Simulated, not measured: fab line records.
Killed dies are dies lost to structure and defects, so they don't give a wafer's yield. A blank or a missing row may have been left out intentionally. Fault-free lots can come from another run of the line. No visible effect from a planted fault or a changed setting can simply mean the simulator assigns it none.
Which tool is to blame? | flow sky130 | 36 wafers from 12 lots sampled at 5 of the route's 708 steps

## WHAT THE GAUGES SHOWED, per wafer
SKY_LDD_HVP_OVL_MEAS_07.
lot  | measured     | on         | LDD_HVP_OVL (nm)
L850 | day 22 10:46 | overlay-02 | -0.5 -0.2 0.9
L851 | day 23 09:57 | overlay-01 | -2.0 -1.1 -1.8
L853 | day 23 11:37 | overlay-01 | 0.5 1.2 0.0
L854 | day 24 04:54 | overlay-02 | 0.6 0.4 -0.7
L856 | day 24 05:49 | overlay-02 | -0.3 -1.1 0.7
L860 | day 25 17:31 | overlay-01 | 0.6 0.8 -0.1
L862 | day 26 04:34 | overlay-01 | 0.5 1.2 0.9
L863 | day 26 22:50 | overlay-02 | 0.3 1.1 2.8
L867 | day 27 22:01 | overlay-02 | -0.2 -0.3 0.3
L869 | day 28 15:07 | overlay-02 | 1.5 0.5 -0.2
L872 | day 29 02:49 | overlay-01 | 1.6 0.4 1.3
L873 | day 29 08:19 | overlay-02 | -1.7 -2.0 -2.2

SKY_SD_N_CD_MEAS_07 targets a cd of 380 nm.
lot  | measured     | on        | cd nm (nm)
L850 | day 28 16:04 | cd sem-01 | 377 376 378
L851 | day 29 14:20 | cd sem-01 | 385 385 383
L853 | day 29 16:10 | cd sem-02 | 380 379 375
L854 | day 30 09:02 | cd sem-02 | 383 384 381
L856 | day 30 08:19 | cd sem-01 | 382 384 386
L860 | day 31 18:52 | cd sem-01 | 378 379 380
L862 | day 32 04:18 | cd sem-02 | 387 387 386
L863 | day 32 20:58 | cd sem-02 | 385 380 383
L867 | day 33 17:58 | cd sem-02 | 377 379 379
L869 | day 34 09:47 | cd sem-02 | 381 381 383
L872 | day 34 19:58 | cd sem-02 | 379 379 376
L873 | day 35 03:23 | cd sem-01 | 379 380 379

SKY_SD_N_RS_MEAS_16: a four-point-probe measurement.
lot  | measured     | on            | SD_N_RS (ohm/sq)
L850 | day 28 16:54 | film metro-01 | 68.57 68.72 68.70
L851 | day 29 15:11 | film metro-01 | 68.68 68.61 68.50
L853 | day 29 17:01 | film metro-03 | 68.69 68.59 68.76
L854 | day 30 09:53 | film metro-02 | 68.60 68.57 68.64
L856 | day 30 09:09 | film metro-03 | 68.69 68.55 68.62
L860 | day 31 19:42 | film metro-03 | 70.70 70.77 70.59
L862 | day 32 05:08 | film metro-02 | 70.71 70.46 70.59
L863 | day 32 21:49 | film metro-02 | 68.60 68.68 68.41
L867 | day 33 18:49 | film metro-02 | 68.66 68.59 68.61
L869 | day 34 10:38 | film metro-02 | 68.58 68.36 68.58
L872 | day 34 20:49 | film metro-02 | 68.29 68.37 68.30
L873 | day 35 04:13 | film metro-03 | 68.53 68.54 68.48

SKY_SD_N_RS_MEAS_17: a four-point-probe measurement.
lot  | measured     | on            | SD_P_RS (ohm/sq)
L850 | day 28 17:01 | film metro-01 | 147.1 147.6 147.3
L851 | day 29 15:18 | film metro-01 | 147.1 146.9 147.1
L853 | day 29 17:08 | film metro-03 | 147.2 147.5 147.2
L854 | day 30 10:00 | film metro-02 | 147.3 147.0 147.3
L856 | day 30 09:16 | film metro-03 | 147.9 147.6 147.6
L860 | day 31 19:49 | film metro-03 | 158.2 158.5 158.2
L862 | day 32 05:16 | film metro-02 | 158.4 158.4 158.4
L863 | day 32 21:56 | film metro-02 | 147.5 147.6 147.2
L867 | day 33 18:56 | film metro-02 | 147.1 146.7 146.6
L869 | day 34 10:45 | film metro-02 | 147.0 147.2 147.3
L872 | day 34 20:56 | film metro-02 | 146.2 146.5 146.5
L873 | day 35 04:20 | film metro-03 | 146.9 146.8 147.3

## EACH LOT AND THE TOOL THAT RAN IT (in order: tool; ch and the chambers of the sampled wafers; start)
lot  | SKY_SD_N_RTA_14
L850 | rtp anneal-02 ch 0, day 28 16:44
L851 | rtp anneal-01 ch 0, day 29 14:59
L853 | rtp anneal-02 ch 0, day 29 16:50
L854 | rtp anneal-02 ch 0, day 30 09:41
L856 | rtp anneal-01 ch 0, day 30 08:58
L860 | rtp anneal-02 ch 0, day 31 19:32
L862 | rtp anneal-02 ch 0, day 32 04:57
L863 | rtp anneal-01 ch 0, day 32 21:36
L867 | rtp anneal-01 ch 0, day 33 18:38
L869 | rtp anneal-01 ch 0, day 34 10:27
L872 | rtp anneal-01 ch 0, day 34 20:37
L873 | rtp anneal-01 ch 0, day 35 04:02
- SKY_SD_N_RTA_14: time 2 s.

## AS READ BY THE TOOLS THEMSELVES (means over the sampled wafers that have a number; for cases with no such wafer, the mark the record gives instead)
SKY_SD_N_RTA_14.
lot  | tool          | lamp power pct (%) | wafer_temp_C_max
L850 | rtp anneal-02 | 15.74              | 1078.3
L851 | rtp anneal-01 | 15.78              | 1078.8
L853 | rtp anneal-02 | 15.78              | 1078.8
L854 | rtp anneal-02 | 15.73              | 1079.0
L856 | rtp anneal-01 | 15.77              | 1078.4
L860 | rtp anneal-02 | 15.34              | 1077.9
L862 | rtp anneal-02 | 15.27              | 1077.8
L863 | rtp anneal-01 | 15.70              | 1077.9
L867 | rtp anneal-01 | 15.76              | 1079.3
L869 | rtp anneal-01 | 15.68              | 1077.5
L872 | rtp anneal-01 | 15.79              | 1077.1
L873 | rtp anneal-01 | 15.79              | 1078.1

## THE ANSWER, worked out from the rows above alone
Rule: usual is defined by the lots themselves. Put in order of their means at a reading, lots are off if they are a third of the lots or fewer, leave a main group of 4 or more, and stand apart from it by a gap of 3 or more times the standard deviation of the main group's means; of several such gaps the widest counts. A main group whose means are all the same, to the digits that the tables above print for the reading, isn't used. A lot without any number at a reading at which 4 lots or more have one is off too. All remaining lots with rows at the step are treated as sound. After the gauges, taken in route order, come the tools' own readings; for these a lot's mean is taken, as printed above. The first step at which some lot is off is used, and at that step the reading that is off furthest; a lot without a number counts as furthest.
Off: L860, L862, seen at SKY_SD_N_RS_MEAS_16 (SD_N_RS). For the main group the mean is 68.57 ohm/sq and the standard deviation 0.099.
A tool fits if, at a process step before that reading, it ran every lot that is off, and no sound lot after the first of them. Not tried: the gauges at SKY_SD_N_RS_MEAS_16; whatever is off there is also off at SKY_SD_N_RTA_14, on other tools, and gauge error can't account for it. One fits: rtp anneal-02 at SKY_SD_N_RTA_14. Its last sound lot is L854 (day 30 09:41), its first lot that is off L860 (day 31 19:32): a fault that began between those two fits.
On the lots that are off, the tool's own readings at SKY_SD_N_RTA_14 differ by more than 5 times the standard deviation of the sound lots' means, which bears it out; lamp power pct reads 15.30 % there versus 15.75 % on the sound lots.

## WHAT WAS PUT IN BY THE SIMULATOR
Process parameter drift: rtp anneal-02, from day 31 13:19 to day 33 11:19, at SKY_SD_N_RTA_14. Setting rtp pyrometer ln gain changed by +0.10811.
Struck lots among those shown: L860, L862. The rule above found the same.
